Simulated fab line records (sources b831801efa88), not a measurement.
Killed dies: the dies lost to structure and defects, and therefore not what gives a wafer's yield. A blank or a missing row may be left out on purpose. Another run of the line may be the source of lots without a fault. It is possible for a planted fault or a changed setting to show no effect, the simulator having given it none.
The same fault as seen by 2 desks + flow sfqLine + every desk sees just its own numbers, and what lay behind them comes last

## METROLOGY DESK
What the gauges read, lot by lot, whatever tool the lot ran on: means of the sampled wafers that have a number. Marked OUT: a lot whose mean sits more than 4 standard deviations from the usual mean, which makes it out of limits; the brackets give that distance.
Columns: A = M6_OVL at SFQ_M6_OVL_MEAS_940, usual 2 nm
| lot  | first seen here | A  |
|------|-----------------|----|
| L926 | day 56 15:13    | 2  |
| L928 | day 57 06:50    | 0  |
| L930 | day 58 03:02    | 5  |
| L931 | day 58 09:01    | 2  |
| L932 | day 58 16:13    | -6 |
| L933 | day 59 08:41    | 3  |
| L934 | day 59 17:05    | 6  |
| L939 | day 60 12:17    | 11 |
| L943 | day 61 13:26    | -1 |
| L944 | day 61 17:02    | 5  |
| L946 | day 62 05:17    | 19 |
| L947 | day 62 07:26    | 6  |
| L948 | day 62 11:02    | 5  |
| L949 | day 62 18:14    | -0 |
This desk's verdict: no lot among the 14 shows anything out of limits.

## AT THE TOOL OWNER'S DESK: pecvd-04
The tool's own readings at SFQ_TRILAYER_A5C_DEP_PECVD_142 (deposits SiO2 from SiH4/N2O, time 15.556 s, target thk 70 nm): means of the sampled wafers that have a number, for each lot that ran on this tool. Marked OUT: a lot whose mean sits more than 4 standard deviations from the usual mean, which makes it out of limits; the brackets give that distance.
Columns: A = heaterPowerW at SFQ_TRILAYER_A5C_DEP_PECVD_142, usual 78 W; B = throttleValvePct at SFQ_TRILAYER_A5C_DEP_PECVD_142, usual 25.2 %
| lot  | first seen here | A  | B    |
|------|-----------------|----|------|
| L928 | day 51 02:11    | 77 | 23.8 |
| L932 | day 53 08:10    | 89 | 24.7 |
| L933 | day 53 21:11    | 76 | 24.9 |
| L934 | day 54 05:14    | 83 | 24.0 |
| L939 | day 55 12:20    | 86 | 25.0 |
| L948 | day 57 20:17    | 71 | 24.3 |
| L949 | day 58 04:47    | 86 | 25.0 |
This desk's verdict: no lot among the 7 shows anything out of limits.

## TAKEN TOGETHER
From the metrology desk's view, nothing was out of limits.
The tool owner's desk saw nothing out of limits.

## WHAT HAD BEEN PUT IN BY THE SIMULATOR
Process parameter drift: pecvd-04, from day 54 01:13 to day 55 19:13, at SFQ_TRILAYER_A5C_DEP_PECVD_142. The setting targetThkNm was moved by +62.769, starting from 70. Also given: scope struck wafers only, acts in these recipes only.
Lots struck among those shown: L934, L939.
